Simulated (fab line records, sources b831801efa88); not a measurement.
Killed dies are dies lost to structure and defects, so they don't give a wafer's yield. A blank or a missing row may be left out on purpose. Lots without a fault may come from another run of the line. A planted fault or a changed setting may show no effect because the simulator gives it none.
Problem report in the 8D (eight disciplines) form, filled by code | flow sky130 | the parts of the form that need people (team, actions taken, sign-off) are left out

1. THE PROBLEM
PASSIVATION_CVD_02_THK at SKY_PASSIVATION_THK_MEAS_03 reads a mean of 979 nm on 6 wafers of 2 lots; wafers without a fault read 537 nm with a standard deviation of 7.4. That is +60 standard deviations from the usual mean.
First seen on wafer L334.1, day 48 14:32, on film_metro-03. The record holds 30 wafers of 10 lots with a number at this step. Rule for "out", or "out of limits": more than 4 standard deviations from the usual mean. The other wafers with a number count as sound.

2. WHAT IT IS AND WHAT IT IS NOT
question                    | is                           | is not
which readings at this step | PASSIVATION_CVD_02_THK       | -
which lots                  | L334, L336                   | L317, L318, L319, L321, L327, L328, L329, L337
which wafers of those lots  | all that have a number       | -
read on which gauges        | film_metro-03, film_metro-04 | film_metro-02
when                        | from day 48 14:32            | up to then (21 sound wafers); but 3 sound wafers of L337 came after

3. SUSPECTS, AND WHAT RULES EACH OUT
Counting: a tool at a process step up to the reading stays a suspect if it ran every lot that is out and no sound lot after the first of them.
- the gauge at SKY_PASSIVATION_THK_MEAS_03: ruled out. The wafers that are out were read on 2 gauges (film_metro-03, film_metro-04).
- pecvd-03 at SKY_PASSIVATION_CVD_02 (deposits Si3N4, target thk 540 nm): kept. It ran every lot that is out, first L334 (day 48 14:13), and no sound lot after that; its last sound lot up to then is L329 (day 47 18:01).
Left after counting: pecvd-03 at SKY_PASSIVATION_CVD_02.

4. THE CAUSE (what the simulator had put in)
Process parameter drift: pecvd-03, from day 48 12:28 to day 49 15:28, at SKY_PASSIVATION_CVD_02. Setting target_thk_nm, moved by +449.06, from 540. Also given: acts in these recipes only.
Counting left only this tool.

5. THE CHAIN OF EFFECTS, in route order
Each row: a reading whose mean over the struck wafers that have a number lies more than 3 standard deviations from the usual. Only readings for which the record gives a usual standard deviation are gone through. hours: the time from each lot's start at the first step in this table that gives one to its start at this step, as a median over the lots. sigmas: the change in usual standard deviations.
hours | step                        | reading                | usual      | on struck wafers | change | sigmas
0     | SKY_PASSIVATION_THK_MEAS_03 | PASSIVATION_CVD_02_THK | 537 nm     | 979              | +442   | +60
17    | SKY_PASSIVATION_ETCH_11     | oes_product_au         | 0.975 a.u. | 1.021            | +0.046 | +6.2
36    | SKY_PAD_OPEN_PROBE_99       | defect_limited_yield   | 82.4 %     | 0.0              | -82.4  | -43
36    | SKY_PAD_OPEN_PROBE_99       | killed_at_other        | 0.5        | 393.2            | +392.7 | +99 or more
36    | SKY_PAD_OPEN_PROBE_99       | killed_dies            | 87         | 492              | +405   | +44
36    | SKY_PAD_OPEN_PROBE_99       | killed_on_rim          | 18         | 96               | +78    | +18
36    | SKY_PAD_OPEN_PROBE_99       | sort_bin_5_function    | 10.3 %     | 92.1             | +81.8  | +51
36    | SKY_PAD_OPEN_PROBE_99       | sort_n_pass            | 405        | 0                | -405   | -44
36    | SKY_PAD_OPEN_PROBE_99       | sort_yield_pct         | 82.4 %     | 0.0              | -82.4  | -43
The process steps in it:
- SKY_PASSIVATION_ETCH_11: etches the open film in CF4/O2, stops on AlCu, target depth 725 nm, time 161.1 s.
- SKY_PAD_OPEN_PROBE_99

6. WHAT WOULD HAVE CAUGHT IT SOONER
In this record the first reading out of limits at a measuring or inspecting step was taken at day 48 14:32, 2 hours after the fault began at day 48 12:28.
Of the tool readings at SKY_PASSIVATION_CVD_02 for which the record gives a usual standard deviation, none was out on any struck wafer, so an alarm limit of 4 standard deviations on them would not have fired.
Of the lots that are out (2), L336 began SKY_PASSIVATION_CVD_02 on pecvd-03 after day 48 14:32. A hold on the tool at that time would have spared it.
